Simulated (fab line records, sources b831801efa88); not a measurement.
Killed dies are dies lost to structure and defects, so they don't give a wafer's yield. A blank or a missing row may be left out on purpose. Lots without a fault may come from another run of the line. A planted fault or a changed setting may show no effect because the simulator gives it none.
A struck lot beside a sound one | flow gf180mcu | 21 steps out of a route of 602
Sound: wafers L168.4, L168.5, L168.6. Struck: wafers L170.1, L170.3, L170.4. The cause comes at the end.
At each step with rows: each side's tool, then ch and its chambers, then its first start. Under that, the readings that differ: sound wafers | struck wafers | difference of the means | sigmas: that difference in standard deviations of wafers without a fault.
alike: readings whose means differ by less than 2 such deviations, and words and numbers that are the same on both sides. not compared: withheld readings, readings that some wafer has no value for, bounds like >300 that may hide the same value, and numbers for which the record gives no deviation and whose values overlap.
The two part at a step that has a row with sigmas, a row that says differs or no value, or rows on one side only. Numbers that don't overlap but have no deviation are shown without sigmas and don't part them. A reading that every wafer of one side lacks parts them only if that side has two wafers or more.

first, 3 steps without rows for these wafers: GF_M5_STRIP_12 (strips in post etch residue remover, time 1200 s); GF_M5_CLEAN_13 (cleans in DIW); GF_V5_CVD_00 (deposits SiO2, target thk 300 nm, time 50 s).
GF_V5_THK_MEAS_01:
  sound on film_metro-03, day 26 15:31; struck on film_metro-04, day 27 13:13
  alike: V5_CVD_00_THK
GF_V5_CVD_02: deposits SiO2 from TEOS, target thk 1450 nm, time 163.28 s.
  sound on pecvd-02 ch 0,1,2, day 26 15:36; struck on pecvd-02 ch 1,2, day 27 13:16
  alike: heater_power_w, rf_fwd_power_W
GF_V5_THK_MEAS_03:
  sound on film_metro-03, day 26 15:41; struck on film_metro-01, day 27 13:22
  reading            | sound          | struck         | difference | sigmas
  V5_CVD_02_THK (nm) | 1477 1495 1474 | 1439 1444 1460 | -34        | -2
GF_V5_CMP_04: polishes SiO2.
  sound on cmp-02 ch 0,2,3, day 26 15:49; struck on cmp-02 ch 0,2,3, day 27 14:23
  alike: motor_current_A
GF_V5_BOW_MEAS_05:
  sound on film_metro-04, day 26 16:05; struck on film_metro-03, day 27 14:41
  reading     | sound       | struck      | difference | sigmas
  V5_BOW (um) | 164 152 135 | 121 121 130 | -26        | -3
then, 4 steps without rows for these wafers: GF_V5_DEHYDRATE_06 (time 60 s); GF_V5_HMDS_07 (prime time 60 s); GF_V5_COAT_08; GF_V5_COAT_09 (resist thk 1000 nm).
GF_V5_SOFTBAKE_10: time 60 s.
  sound on litho_track-02 ch 0, day 27 02:00; struck on litho_track-04 ch 0, day 28 00:00
  reading                             | sound                | struck               | difference | sigmas
  heater_power_total_W (W)            | 93.23 92.93 93.07    | 106.01 106.05 106.13 | +12.99     | +99 or more
  plate_temp_C (C)                    | 129.95 129.97 129.92 | 143.67 143.92 143.81 | +13.85     | +99 or more
  model.KrF_of_V5_COAT_09.thk_nm (nm) | 1000 999.9 1003      | 980.3 983.6 978.6    | -20.1      |
  alike: chill_plate_temp_C, exhaust_pa
then, 2 steps without rows for these wafers: GF_V5_EXPOSE_11 (exposes mask Via5, target cd 260 nm); GF_V5_PEB_12 (peb time 90 s).
GF_V5_DEVELOP_13: develop time 60 s.
  sound on litho_track-03 ch 0, day 27 12:23; struck on litho_track-04 ch 0, day 28 10:11
  reading                             | sound           | struck            | difference | sigmas
  model.KrF_of_V5_COAT_09.thk_nm (nm) | 985.1 985 987.9 | 965.6 968.9 963.9 | -19.9      |
  alike: chill_plate_temp_C, exhaust_pa
GF_V5_CD_MEAS_14: target cd 260 nm.
  sound on cd_sem-02, day 27 12:31; struck on cd_sem-02, day 28 10:20
  reading    | sound             | struck            | difference | sigmas
  cd_nm (nm) | 261.0 259.0 259.9 | 313.1 314.2 314.4 | +53.9      | +49
GF_V5_OVL_MEAS_15:
  sound on overlay-01, day 27 12:36; struck on overlay-01, day 28 10:28
  reading     | sound     | struck  | difference | sigmas
  V5_OVL (nm) | -9 -16 -3 | 17 12 3 | +20        | +3
GF_V5_ETCH_16: etches BARC in N2/H2.
  sound on rie_diel-01 ch 0,2,3, day 27 12:38; struck on rie_diel-02 ch 0,1,2, day 28 10:30
  reading             | sound             | struck            | difference | sigmas
  model.V5.cd_nm (nm) | 262.3 257.6 260.3 | 313.1 314.7 315.3 | +54.3      |
  alike: drypump_motor_current_A, oes_product_au, rf_fwd_power_W, throttle_valve_pct
GF_V5_ETCH_17: etches SiO2 in C4F8/O2/Ar, stops on TiN, target depth 855 nm.
  sound on rie_diel-01 ch 0,2,3; struck on rie_diel-02 ch 0,1,2
  reading             | sound           | struck        | difference | sigmas
  model.V5.cd_nm (nm) | 261.6 255.9 259 | 313 313.6 315 | +55        |
  alike: oes_product_au, rf_fwd_power_W
GF_V5_STRIP_18: strips in O2/N2.
  sound on plasma_asher-04 ch 0,1, day 27 12:48; struck on plasma_asher-04 ch 0,1, day 28 10:39
  alike: drypump_motor_current_A, heater_power_w, oes_product_au
  not compared: rf_hours_counter_h

WHERE THEY PART
First at GF_V5_THK_MEAS_03; last, within this record, at GF_V5_OVL_MEAS_15. Later steps at which nothing parts them and some readings are alike: GF_V5_ETCH_16, GF_V5_ETCH_17, GF_V5_STRIP_18.

WHY: what the simulator had put in
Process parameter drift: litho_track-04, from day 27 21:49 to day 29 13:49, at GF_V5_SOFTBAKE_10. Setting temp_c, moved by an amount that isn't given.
